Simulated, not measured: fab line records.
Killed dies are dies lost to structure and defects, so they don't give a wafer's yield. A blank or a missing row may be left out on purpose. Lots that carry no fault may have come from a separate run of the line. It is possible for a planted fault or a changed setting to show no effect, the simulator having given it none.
Which of the tools did it? ; flow gf180mcu ; 45 wafers from 15 lots sampled at 4 of the route's 602 steps

## WHAT THE GAUGES SHOWED, per wafer
GF_STI_BOW_MEAS_00. Usual: for INCOMING_BOW the level is 1 um and the standard deviation is 5.9.
lot;measured;on;INCOMING_BOW (um);flag
L186;day 1 10:04;film-metro-02;-5 7 -1;
L187;day 1 15:01;film-metro-02;10 6 -1;
L189;day 2 01:00;film-metro-04;-8 -11 -5;
L190;day 2 06:00;film-metro-04;0 2 -3;
L191;day 2 11:00;film-metro-04;-2 0 0;
L192;day 2 16:00;film-metro-02;8 6 -5;
L193;day 2 21:01;film-metro-04;6 15 13;
L196;day 3 12:00;film-metro-04;-1 4 7;
L202;day 4 18:01;film-metro-02;8 9 -13;
L203;day 4 23:03;film-metro-02;7 0 13;
L204;day 5 04:00;film-metro-01;7 1 -3;
L206;day 5 14:01;film-metro-01;6 12 -1;
L207;day 5 19:01;film-metro-02;3 -4 1;
L208;day 6 00:02;film-metro-04;-1 -6 5;
L209;day 6 05:00;film-metro-02;-1 -2 0;

GF_POLY_GATE_THK_MEAS_17. Usual: for POLY_GATE_OXIDATION_THK the level is 3.97 nm and the standard deviation is 0.084.
lot;measured;on;POLY_GATE_OXIDATION_THK (nm);flag
L186;day 9 03:19;film-metro-03;3.96 3.86 3.94;
L187;day 9 14:08;film-metro-03;4.03 4.06 3.91;
L189;day 10 02:49;film-metro-03;4.21 4.06 4.14;
L190;day 10 09:40;film-metro-03;4.00 4.04 3.85;
L191;day 10 17:53;film-metro-03;4.04 4.04 4.07;
L192;day 11 02:41;film-metro-03;3.93 3.88 3.98;
L193;day 11 09:35;film-metro-01;4.09 3.98 3.96;
L196;day 12 11:19;film-metro-04;3.93 3.80 3.93;
L206;day 15 03:50;film-metro-04;3.87 3.88 3.84;
L207;day 15 14:19;film-metro-04;3.95 4.00 4.10;
L208;day 16 00:02;film-metro-03;3.93 4.07 4.02;
L209;day 16 03:53;film-metro-03;4.03 3.98 3.99;

GF_HV_LDD_THK_MEAS_57. Usual: for HV_LDD_CVD_56_THK the level is 90.1 nm and the standard deviation is 0.74.
lot;measured;on;HV_LDD_CVD_56_THK (nm);flag
L186;day 12 08:38;film-metro-03;90.5 91.1 89.8;
L187;day 12 21:26;film-metro-03;89.8 90.8 89.7;
L189;day 13 11:20;film-metro-03;90.2 90.3 89.9;
L190;day 13 18:34;film-metro-03;90.1 90.4 90.2;
L191;day 14 04:01;film-metro-03;90.8 90.2 92.0;
L192;day 14 12:58;film-metro-03;91.4 91.4 90.1;
L193;day 14 22:07;film-metro-01;90.1 89.6 89.9;
L196;day 16 03:35;film-metro-02;90.8 90.1 91.0;
L206;day 19 03:29;film-metro-03;90.5 90.8 90.9;
L207;day 19 15:19;film-metro-02;88.8 89.4 89.7;
L208;day 20 01:29;film-metro-03;91.0 90.6 90.8;
L209;day 20 09:08;film-metro-03;90.0 90.7 90.2;

## TOOL THAT RAN EACH LOT (tool first, then ch and the chambers of the sampled wafers, then the start)
lot;GF_DUAL_GATE_OXIDATION_02
L186;furnace-02 ch 0, day 7 12:31
L187;furnace-02 ch 0, day 7 22:27
L189;furnace-02 ch 0, day 8 10:14
L190;furnace-01 ch 0, day 8 15:29
L191;furnace-02 ch 0, day 8 23:53
L192;furnace-01 ch 0, day 9 07:50
L193;furnace-02 ch 0, day 9 14:31
L196;furnace-02 ch 0, day 10 14:39
L202;furnace-02, day 12 02:31
L203;furnace-01, day 12 08:15
L204;furnace-02, day 12 15:07
L206;furnace-02 ch 0, day 13 04:20
L207;furnace-01 ch 0, day 13 14:10
L208;furnace-02 ch 0, day 13 22:46
L209;furnace-02 ch 0, day 14 01:19
- GF_DUAL_GATE_OXIDATION_02: stabilise 600 s, purge 300 s, target thk 10.887 nm.

## AS READ BY THE TOOLS THEMSELVES (means over the sampled wafers that have a number; for cases with no such wafer, the mark the record gives instead)
GF_DUAL_GATE_OXIDATION_02. Usual: ox-temp-c 899.9 C, standard deviation 0.41; ox-temp-c-max 906.2, standard deviation 1.9.
lot;tool;ox-temp-c (C);ox-temp-c-max;flag
L186;furnace-02;899.9;906.2;
L187;furnace-02;900.4;907.0;
L189;furnace-02;900.2;908.7;
L190;furnace-01;899.8;904.1;
L191;furnace-02;900.1;906.5;
L192;furnace-01;900.0;904.0;
L193;furnace-02;899.9;907.5;
L196;furnace-02;899.6;907.5;
L202;furnace-02;-;-;OFF
L203;furnace-01;-;-;OFF
L204;furnace-02;-;-;OFF
L206;furnace-02;900.4;907.7;
L207;furnace-01;899.9;903.7;
L208;furnace-02;900.2;906.7;
L209;furnace-02;900.1;907.6;

## THE ANSWER, worked out from the rows above alone
Rule: a lot counts as off when the mean over its wafers that have a number is more than 3 standard deviations away from the usual mean. A lot without any number at a reading at which 4 lots or more have one is off too. Where the step has rows for the other lots, those lots are counted as sound. Order of review: gauges by route order, followed by the tools' own readings, for which a lot's mean as printed above is used. The first step at which some lot is off is used, and at that step the reading that is off furthest; a lot without a number counts as furthest.
Off: L202, L203, L204 (GF_DUAL_GATE_OXIDATION_02, ox-temp-c). Without a number there: L202, L203, L204.
A tool fits if, at that step or a process step before it, it ran every lot that is off, and no sound lot after the first of them. No candidate that was tried fits.

## WHAT WAS PUT IN BY THE SIMULATOR
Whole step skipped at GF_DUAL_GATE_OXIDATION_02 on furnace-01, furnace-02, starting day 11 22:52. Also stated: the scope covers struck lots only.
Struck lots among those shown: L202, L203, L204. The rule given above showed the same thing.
